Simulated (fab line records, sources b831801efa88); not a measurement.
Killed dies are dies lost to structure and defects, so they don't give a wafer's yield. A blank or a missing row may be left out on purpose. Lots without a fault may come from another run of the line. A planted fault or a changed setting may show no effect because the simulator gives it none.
A struck lot beside a sound one | flow sky130 | 15 steps out of a route of 708
Sound: wafers L421.2, L421.4, L421.6. Struck: wafers L416.1, L416.4, L416.6. The cause comes at the end.
At each step with rows: each side's tool, then ch and its chambers, then its first start. Under that, the readings that differ: sound wafers | struck wafers | difference of the means | sigmas: that difference in standard deviations of wafers without a fault.
alike: readings whose means differ by less than 2 such deviations, and words and numbers that are the same on both sides. not compared: withheld readings, readings that some wafer has no value for, bounds like >300 that may hide the same value, and numbers for which the record gives no deviation and whose values overlap.
The two part at a step that has a row with sigmas, a row that says differs or no value, or rows on one side only. Numbers that don't overlap but have no deviation are shown without sigmas and don't part them. A reading that every wafer of one side lacks parts them only if that side has two wafers or more.

SKY_SD_P_CD_MEAS_07: target cd 380 nm.
  sound on cd_sem-01, day 31 16:52; struck on cd_sem-02, day 29 02:16
  alike: cd_nm
SKY_SD_P_OVL_MEAS_08:
  sound on overlay-01, day 31 16:58; struck on overlay-02, day 29 02:23
  reading       | sound       | struck         | difference | sigmas
  SD_P_OVL (nm) | 2.3 1.2 0.4 | -3.2 -1.7 -1.9 | -3.6       | -2
then, 1 step without rows for these wafers: SKY_SD_P_IMPLANT_09.
SKY_SD_P_STRIP_10: strips in O2/N2.
  sound on plasma_asher-04 ch 0,1, day 31 17:09; struck on plasma_asher-01 ch 0,1, day 29 02:34
  alike: drypump_motor_current_A, o2_flow_sccm, oes_product_au, strip_time_to_endpoint_s
  not compared: rf_hours_counter_h
SKY_SD_P_TW_MEAS_11:
  sound on film_metro-04, day 31 17:16; struck on film_metro-04, day 29 02:40
  alike: SD_P_TW
then, 7 steps without rows for these wafers: SKY_RES_XHIGH_DEHYDRATE_00 (time 60 s); SKY_RES_XHIGH_HMDS_01 (prime time 60 s); SKY_RES_XHIGH_COAT_02 (resist thk 1140 nm); SKY_RES_XHIGH_SOFTBAKE_03 (time 60 s); SKY_RES_XHIGH_EXPOSE_04 (exposes mask URPM, target cd 1270 nm); SKY_RES_XHIGH_PEB_05; SKY_RES_XHIGH_DEVELOP_06 (develop time 60 s).
SKY_RES_XHIGH_IMPLANT_07:
  sound on implanter-02 ch 0, day 32 19:10; struck on implanter-04 ch 0, day 30 05:46
  reading                   | sound                | struck               | difference | sigmas
  beam_energy_keV           | 19.992 19.999 19.999 | 19.530 19.539 19.536 | -0.462     | -69
  model.implant.drp_nm (nm) | 9.746 9.746 9.746    | 9.585 9.585 9.585    | -0.161     |
SKY_RES_XHIGH_STRIP_08: strips in O2/N2.
  sound on plasma_asher-01 ch 0,1, day 32 19:17; struck on plasma_asher-04 ch 0,1, day 30 05:55
  reading                     | sound       | struck      | difference | sigmas
  drypump_motor_current_A (A) | 6.7 5.7 6.7 | 5.3 5.3 5.3 | -1.1       | -2
  alike: o2_flow_sccm, oes_product_au, strip_time_to_endpoint_s
  not compared: rf_hours_counter_h
-- the record jumps here: 18 days lie between the struck wafers' starts before and after (it left off in module RES_XHIGH and takes up again in module PAD_OPEN, whose first step shown is number 708 of the route) --
SKY_PAD_OPEN_PROBE_99:
  sound on prober-01, day 49 21:01; struck on prober-02, day 48 07:12
  alike: killed_at_M0_to_M3, killed_at_M4_up, killed_at_contacts, killed_at_front_end, killed_at_other, killed_dies, killed_open, killed_short

WHERE THEY PART
First at SKY_SD_P_OVL_MEAS_08; last, within this record, at SKY_RES_XHIGH_STRIP_08. Later steps at which nothing parts them and some readings are alike: SKY_PAD_OPEN_PROBE_99.

WHY: what the simulator had put in
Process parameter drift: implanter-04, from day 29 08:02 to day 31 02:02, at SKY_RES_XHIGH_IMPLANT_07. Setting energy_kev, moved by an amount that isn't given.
